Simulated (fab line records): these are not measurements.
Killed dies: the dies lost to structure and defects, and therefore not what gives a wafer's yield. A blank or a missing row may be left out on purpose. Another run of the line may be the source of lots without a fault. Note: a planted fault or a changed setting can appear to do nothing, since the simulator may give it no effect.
Matching of chambers / flow sky130 / SKY_POLY_GATE_ETCH_15 on rie diel-03 has 4 sister chambers
The step etches BARC in N2/H2, stops on SiO2, time 118.5 s, target depth 110 nm. 7 wafers are shown with their chamber, then 11 later ones without.

## WAFERS, EACH WITH ITS CHAMBER
wafer=L088.5; chamber=0; drypump motor current A (A)=5.3; oes product au (a.u.)=0.717
wafer=L091.1; chamber=3; drypump motor current A (A)=5.1; oes product au (a.u.)=0.712
wafer=L091.5; chamber=2; drypump motor current A (A)=5.2; oes product au (a.u.)=0.716
wafer=L089.4; chamber=2; drypump motor current A (A)=5.2; oes product au (a.u.)=0.713
wafer=L092.1; chamber=3; drypump motor current A (A)=5.2; oes product au (a.u.)=0.715
wafer=L092.6; chamber=1; drypump motor current A (A)=5.5; oes product au (a.u.)=0.718
wafer=L095.1; chamber=1; drypump motor current A (A)=5.5; oes product au (a.u.)=0.712

## WAFERS WITHOUT THEIR CHAMBER
wafer=L095.2; drypump motor current A (A)=5.2; oes product au (a.u.)=0.721
wafer=L095.3; drypump motor current A (A)=5.2; oes product au (a.u.)=0.717
wafer=L095.4; drypump motor current A (A)=5.1; oes product au (a.u.)=0.716
wafer=L095.5; drypump motor current A (A)=5.2; oes product au (a.u.)=0.720
wafer=L095.6; drypump motor current A (A)=5.2; oes product au (a.u.)=0.723
wafer=L096.1; drypump motor current A (A)=5.5; oes product au (a.u.)=0.715
wafer=L096.2; drypump motor current A (A)=5.3; oes product au (a.u.)=0.720
wafer=L096.3; drypump motor current A (A)=5.2; oes product au (a.u.)=0.709
wafer=L097.3; drypump motor current A (A)=5.5; oes product au (a.u.)=0.713
wafer=L097.5; drypump motor current A (A)=5.2; oes product au (a.u.)=0.721
wafer=L097.6; drypump motor current A (A)=5.2; oes product au (a.u.)=0.715

## WHICH CHAMBER EACH ONE RAN IN
wafer=L095.2; from the rows above=can't be placed: 2 or 3 or 0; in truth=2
wafer=L095.3; from the rows above=can't be placed: 2 or 3 or 0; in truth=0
wafer=L095.4; from the rows above=can't be placed: 3 or 2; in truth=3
wafer=L095.5; from the rows above=can't be placed: 2 or 3 or 0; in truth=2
wafer=L095.6; from the rows above=can't be placed: 2 or 0 or 3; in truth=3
wafer=L096.1; from the rows above=1; in truth=1
wafer=L096.2; from the rows above=0; in truth=0
wafer=L096.3; from the rows above=can't be placed: 2 or 3 or 0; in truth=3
wafer=L097.3; from the rows above=1; in truth=1
wafer=L097.5; from the rows above=can't be placed: 2 or 3 or 0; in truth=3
wafer=L097.6; from the rows above=can't be placed: 2 or 3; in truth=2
Correct placement for 3 of the 11. Cannot be placed on the basis of these rows: 8; the candidates contain the true chamber in 8. Placed wrongly: 0.
How it was worked out, from the rows above alone: a wafer's distance from a chamber is the root of the sum, over the readings, of the square of ((its reading less the chamber's mean) divided by the reading's scatter). If the next closest chamber is less than 2 further off than the closest, the wafer can't be placed; otherwise it belongs to the closest. A chamber's mean is the mean of its shown wafers. The scatter is the square root of a quotient: the sum, over the shown wafers, of each reading's squared deviation from its chamber's mean, divided by wafers minus chambers.
